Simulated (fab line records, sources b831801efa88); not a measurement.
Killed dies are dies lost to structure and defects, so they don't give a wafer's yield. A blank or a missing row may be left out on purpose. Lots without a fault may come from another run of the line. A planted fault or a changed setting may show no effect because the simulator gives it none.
Which tool did it? | flow gf180mcu | 13 lots, 39 wafers sampled, at 4 steps of a route of 602

WHAT THE GAUGES READ, wafer by wafer
GF_POLY_GATE_THK_MEAS_17.
lot  | measured     | on            | POLY_GATE_OXIDATION_THK (nm)
L552 | day 9 06:32  | film_metro-02 | 4.04 4.14 4.03
L553 | day 9 12:36  | film_metro-01 | 4.00 4.15 4.05
L555 | day 10 09:52 | film_metro-02 | 3.92 4.01 4.00
L556 | day 10 15:27 | film_metro-02 | 4.07 4.14 4.02
L557 | day 10 21:46 | film_metro-04 | 4.11 4.02 4.02
L558 | day 11 03:24 | film_metro-01 | 3.96 4.00 3.99
L559 | day 11 08:53 | film_metro-01 | 4.13 4.09 4.11
L560 | day 11 17:38 | film_metro-04 | 4.16 4.07 4.11
L567 | day 13 19:11 | film_metro-02 | 4.01 3.92 4.02
L570 | day 14 15:34 | film_metro-02 | 4.00 3.96 4.13
L571 | day 14 22:41 | film_metro-01 | 4.05 3.89 3.96
L572 | day 15 10:16 | film_metro-02 | 4.11 4.10 4.12
L574 | day 15 22:52 | film_metro-02 | 4.08 4.08 3.99

GF_POLY_GATE_CD_MEAS_18.
lot  | measured     | on        | cd_nm (nm)
L552 | day 9 06:38  | cd_sem-01 | 279.1 280.7 275.1
L553 | day 9 12:42  | cd_sem-01 | 281.9 278.7 281.5
L555 | day 10 09:56 | cd_sem-02 | 277.7 274.9 280.8
L556 | day 10 15:31 | cd_sem-02 | 280.6 280.2 278.5
L557 | day 10 21:49 | cd_sem-02 | 277.7 278.6 279.8
L558 | day 11 03:28 | cd_sem-01 | 282.2 283.4 283.5
L559 | day 11 08:58 | cd_sem-01 | 278.6 280.1 276.8
L560 | day 11 17:43 | cd_sem-02 | 280.9 277.7 281.6
L567 | day 13 19:16 | cd_sem-02 | 277.9 277.9 279.0
L570 | day 14 15:44 | cd_sem-01 | 282.0 277.4 283.9
L571 | day 14 22:46 | cd_sem-01 | 278.7 280.0 278.1
L572 | day 15 10:21 | cd_sem-01 | 280.3 276.0 278.2
L574 | day 15 22:59 | cd_sem-01 | 276.8 282.6 278.5

GF_HV_LDD_CD_MEAS_46: target cd 400 nm.
lot  | measured     | on        | cd_nm (nm)
L552 | day 12 06:52 | cd_sem-02 | 398.7 397.1 395.5
L553 | day 12 14:12 | cd_sem-01 | 400.2 401.5 399.3
L555 | day 13 14:00 | cd_sem-01 | 406.3 407.7 406.1
L556 | day 13 21:24 | cd_sem-01 | 401.2 398.6 402.0
L557 | day 14 05:41 | cd_sem-02 | 405.9 404.5 405.1
L558 | day 14 09:53 | cd_sem-02 | 401.1 403.1 402.5
L559 | day 14 17:46 | cd_sem-01 | 398.6 399.7 397.4
L560 | day 15 03:31 | cd_sem-01 | 402.3 401.7 399.1
L567 | day 17 11:10 | cd_sem-01 | 291.4 292.4 291.7
L570 | day 18 10:27 | cd_sem-01 | 293.8 294.4 292.3
L571 | day 18 17:58 | cd_sem-01 | 398.6 397.9 400.1
L572 | day 19 07:12 | cd_sem-01 | 399.0 398.7 400.2
L574 | day 19 21:44 | cd_sem-01 | 398.7 398.2 396.9

WHICH TOOL RAN EACH LOT (tool, then ch and the chambers of the sampled wafers, then the start)
lot  | GF_HV_LDD_EXPOSE_43
L552 | iline_stepper-01 ch 0, day 11 21:44
L553 | iline_stepper-02 ch 0, day 12 05:13
L555 | iline_stepper-01 ch 0, day 13 04:54
L556 | iline_stepper-01 ch 0, day 13 11:23
L557 | iline_stepper-01 ch 0, day 13 19:30
L558 | iline_stepper-01 ch 0, day 14 00:13
L559 | iline_stepper-01 ch 0, day 14 07:04
L560 | iline_stepper-02 ch 0, day 14 17:07
L567 | iline_stepper-01 ch 0, day 17 00:07
L570 | iline_stepper-01 ch 0, day 17 23:13
L571 | iline_stepper-02 ch 0, day 18 06:01
L572 | iline_stepper-02 ch 0, day 18 19:32
L574 | iline_stepper-02 ch 0, day 19 09:37
- GF_HV_LDD_EXPOSE_43: exposes mask Pplus HV AREA, target cd 400 nm.

WHAT THE TOOLS THEMSELVES READ (means of the sampled wafers that have a number; where no wafer has one, the mark that the record gives instead)
GF_HV_LDD_EXPOSE_43.
lot  | tool             | exposure_dose_mJ_cm2
L552 | iline_stepper-01 | 139.95
L553 | iline_stepper-02 | 139.90
L555 | iline_stepper-01 | 140.09
L556 | iline_stepper-01 | 139.88
L557 | iline_stepper-01 | 139.91
L558 | iline_stepper-01 | 140.02
L559 | iline_stepper-01 | 140.00
L560 | iline_stepper-02 | 139.93
L567 | iline_stepper-01 | 95.87
L570 | iline_stepper-01 | 96.02
L571 | iline_stepper-02 | 140.03
L572 | iline_stepper-02 | 139.90
L574 | iline_stepper-02 | 140.00

THE ANSWER, worked out from the rows above alone
Rule: what is usual is taken from the lots themselves. Put in order of their means at a reading, lots are off if they are a third of the lots or fewer, leave a main group of 4 or more, and stand apart from it by a gap of 3 or more times the standard deviation of the main group's means; of several such gaps the widest counts. A main group whose means are all the same, to the digits that the tables above print for the reading, isn't used. A lot without any number at a reading at which 4 lots or more have one is off too. The other lots that the step has rows for count as sound. The gauges are gone through in route order, then the tools' own readings, and for those a lot's mean is taken as printed above. The first step at which some lot is off is used, and at that step the reading that is off furthest; a lot without a number counts as furthest.
Off: L567, L570, at GF_HV_LDD_CD_MEAS_46 (cd_nm). The main group: mean 400.7 nm, standard deviation 2.8.
A tool fits if, at a process step before that reading, it ran every lot that is off, and no sound lot after the first of them. The gauges at GF_HV_LDD_CD_MEAS_46 aren't tried: what is off there is off at GF_HV_LDD_EXPOSE_43 too, on other tools, and a gauge's error can't cause that. One fits: iline_stepper-01 at GF_HV_LDD_EXPOSE_43. Its last sound lot is L559 (day 14 07:04), its first lot that is off L567 (day 17 00:07): a fault that began between those two fits.
The tool's own readings at GF_HV_LDD_EXPOSE_43 bear it out: on the lots that are off they differ by more than 5 times the standard deviation of the sound lots' means. exposure_dose_mJ_cm2 reads 95.94 there against 139.96 on the sound lots.

WHAT THE SIMULATOR HAD PUT IN
Process parameter drift: iline_stepper-01, from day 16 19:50 on, at GF_HV_LDD_EXPOSE_43. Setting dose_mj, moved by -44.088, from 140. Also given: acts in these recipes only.
Lots struck among those shown: L567, L570. The rule above found the same.
